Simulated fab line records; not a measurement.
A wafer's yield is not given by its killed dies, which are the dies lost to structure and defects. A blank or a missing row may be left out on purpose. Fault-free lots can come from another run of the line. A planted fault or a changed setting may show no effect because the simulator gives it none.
Which of the tools did it? / flow sky130 / 12 lots with 36 wafers sampled at 3 steps, on a route of 708 steps

## WHAT THE GAUGES READ, wafer by wafer
SKY_SD_N_RS_MEAS_16: measurement is done with a four-point probe.
lot=L493; measured=day 27 17:54; on=film metro-03; SD_N_RS (ohm/sq)=68.48 68.44 68.49
lot=L494; measured=day 28 06:02; on=film metro-03; SD_N_RS (ohm/sq)=68.54 68.49 68.49
lot=L495; measured=day 29 04:32; on=film metro-04; SD_N_RS (ohm/sq)=68.55 68.71 68.59
lot=L496; measured=day 29 14:37; on=film metro-01; SD_N_RS (ohm/sq)=68.65 68.58 68.69
lot=L499; measured=day 30 08:13; on=film metro-04; SD_N_RS (ohm/sq)=68.41 68.44 68.47
lot=L501; measured=day 30 23:01; on=film metro-04; SD_N_RS (ohm/sq)=68.61 68.72 68.70
lot=L502; measured=day 31 04:35; on=film metro-03; SD_N_RS (ohm/sq)=68.55 68.44 68.49
lot=L503; measured=day 31 12:01; on=film metro-03; SD_N_RS (ohm/sq)=68.47 68.50 68.54
lot=L510; measured=day 33 18:49; on=film metro-01; SD_N_RS (ohm/sq)=62.81 62.78 62.79
lot=L512; measured=day 34 06:20; on=film metro-01; SD_N_RS (ohm/sq)=62.52 62.73 62.66
lot=L513; measured=day 34 13:47; on=film metro-03; SD_N_RS (ohm/sq)=68.33 68.48 68.43
lot=L515; measured=day 35 01:56; on=film metro-03; SD_N_RS (ohm/sq)=68.61 68.64 68.52

SKY_SD_N_RS_MEAS_17: measurement is done with a four-point probe.
lot=L493; measured=day 27 18:01; on=film metro-03; SD_P_RS (ohm/sq)=146.8 147.2 146.8
lot=L494; measured=day 28 06:10; on=film metro-03; SD_P_RS (ohm/sq)=146.7 146.9 147.0
lot=L495; measured=day 29 04:40; on=film metro-04; SD_P_RS (ohm/sq)=147.3 147.8 147.0
lot=L496; measured=day 29 14:44; on=film metro-01; SD_P_RS (ohm/sq)=147.6 147.5 147.7
lot=L499; measured=day 30 08:20; on=film metro-04; SD_P_RS (ohm/sq)=146.6 147.1 146.4
lot=L501; measured=day 30 23:08; on=film metro-04; SD_P_RS (ohm/sq)=147.4 147.3 146.9
lot=L502; measured=day 31 04:43; on=film metro-03; SD_P_RS (ohm/sq)=147.3 146.7 147.1
lot=L503; measured=day 31 12:08; on=film metro-03; SD_P_RS (ohm/sq)=146.7 146.8 146.6
lot=L510; measured=day 33 18:56; on=film metro-01; SD_P_RS (ohm/sq)=119.2 119.2 119.3
lot=L512; measured=day 34 06:28; on=film metro-01; SD_P_RS (ohm/sq)=118.4 118.6 118.5
lot=L513; measured=day 34 13:54; on=film metro-03; SD_P_RS (ohm/sq)=146.9 147.2 146.8
lot=L515; measured=day 35 02:04; on=film metro-03; SD_P_RS (ohm/sq)=147.3 147.5 147.6

## TOOL THAT RAN EACH LOT (tool first, then ch and the chambers of the sampled wafers, then the start)
lot=L493; SKY_SD_N_RTA_14=rtp anneal-01 ch 0, day 27 17:42
lot=L494; SKY_SD_N_RTA_14=rtp anneal-02 ch 0, day 28 05:51
lot=L495; SKY_SD_N_RTA_14=rtp anneal-01 ch 0, day 29 04:22
lot=L496; SKY_SD_N_RTA_14=rtp anneal-02 ch 0, day 29 14:26
lot=L499; SKY_SD_N_RTA_14=rtp anneal-01 ch 0, day 30 08:02
lot=L501; SKY_SD_N_RTA_14=rtp anneal-01 ch 0, day 30 22:49
lot=L502; SKY_SD_N_RTA_14=rtp anneal-02 ch 0, day 31 04:24
lot=L503; SKY_SD_N_RTA_14=rtp anneal-01 ch 0, day 31 11:51
lot=L510; SKY_SD_N_RTA_14=rtp anneal-02 ch 0, day 33 18:38
lot=L512; SKY_SD_N_RTA_14=rtp anneal-02 ch 0, day 34 06:10
lot=L513; SKY_SD_N_RTA_14=rtp anneal-01 ch 0, day 34 13:36
lot=L515; SKY_SD_N_RTA_14=rtp anneal-01 ch 0, day 35 01:46
- SKY_SD_N_RTA_14: time 2 s.

## AS READ BY THE TOOLS THEMSELVES (means over the sampled wafers that have a number; for cases with no such wafer, the mark the record gives instead)
SKY_SD_N_RTA_14.
lot=L493; tool=rtp anneal-01; chamber o2 ppm=1.984; lamp power pct (%)=15.76; wafer_temp_C_max=1077.2
lot=L494; tool=rtp anneal-02; chamber o2 ppm=2.030; lamp power pct (%)=15.72; wafer_temp_C_max=1077.9
lot=L495; tool=rtp anneal-01; chamber o2 ppm=2.009; lamp power pct (%)=15.77; wafer_temp_C_max=1078.1
lot=L496; tool=rtp anneal-02; chamber o2 ppm=1.994; lamp power pct (%)=15.71; wafer_temp_C_max=1078.5
lot=L499; tool=rtp anneal-01; chamber o2 ppm=2.015; lamp power pct (%)=15.75; wafer_temp_C_max=1077.5
lot=L501; tool=rtp anneal-01; chamber o2 ppm=1.984; lamp power pct (%)=15.78; wafer_temp_C_max=1079.2
lot=L502; tool=rtp anneal-02; chamber o2 ppm=2.011; lamp power pct (%)=15.67; wafer_temp_C_max=1077.9
lot=L503; tool=rtp anneal-01; chamber o2 ppm=1.981; lamp power pct (%)=15.79; wafer_temp_C_max=1079.0
lot=L510; tool=rtp anneal-02; chamber o2 ppm=1.956; lamp power pct (%)=16.56; wafer_temp_C_max=1110.9
lot=L512; tool=rtp anneal-02; chamber o2 ppm=2.032; lamp power pct (%)=16.61; wafer_temp_C_max=1110.5
lot=L513; tool=rtp anneal-01; chamber o2 ppm=2.006; lamp power pct (%)=15.72; wafer_temp_C_max=1078.4
lot=L515; tool=rtp anneal-01; chamber o2 ppm=2.002; lamp power pct (%)=15.73; wafer_temp_C_max=1078.5

## THE ANSWER, worked out from the rows above alone
Rule: the usual values come from the lots themselves. The widest of any qualifying gaps counts: lots, ordered by their means at a reading, are off when they make up no more than a third of the lots, leave a main group of 4 or more, and stand apart from it by 3 or more times the standard deviation of that group's means. A main group whose means are all the same, to the digits that the tables above print for the reading, isn't used. A lot without any number at a reading at which 4 lots or more have one is off too. Where the step has rows for the other lots, those lots are counted as sound. After the gauges, taken in route order, come the tools' own readings; for these a lot's mean is taken, as printed above. At the first step where some lot is off, the reading lying furthest off is the one used; lots without a number count as furthest.
Off: L510, L512, at SKY_SD_N_RS_MEAS_16 (SD_N_RS). Main group: mean 68.53 ohm/sq, sd 0.085.
If a tool, at a process step before that reading, ran all the lots that are off and no sound lot after the first of them, it fits. The gauges at SKY_SD_N_RS_MEAS_16 aren't tried: what is off there is off at SKY_SD_N_RTA_14 too, on other tools, and a gauge's error can't cause that. One fits: SKY_SD_N_RTA_14 on rtp anneal-02. Its last sound lot is L502 (day 31 04:24), its first lot that is off L510 (day 33 18:38): a fault that began between those two fits.
The tool's own readings at SKY_SD_N_RTA_14 bear it out: on the lots that are off they differ by more than 5 times the standard deviation of the sound lots' means. lamp power pct reads 16.59 % there against 15.74 % on the sound lots; wafer_temp_C_max reads 1110.7 there against 1078.2 on the sound lots.

## WHAT WAS PUT IN BY THE SIMULATOR
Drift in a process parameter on rtp anneal-02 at SKY_SD_N_RTA_14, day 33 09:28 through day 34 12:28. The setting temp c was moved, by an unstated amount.
Struck lots among those shown: L510, L512. The rule given above showed the same thing.
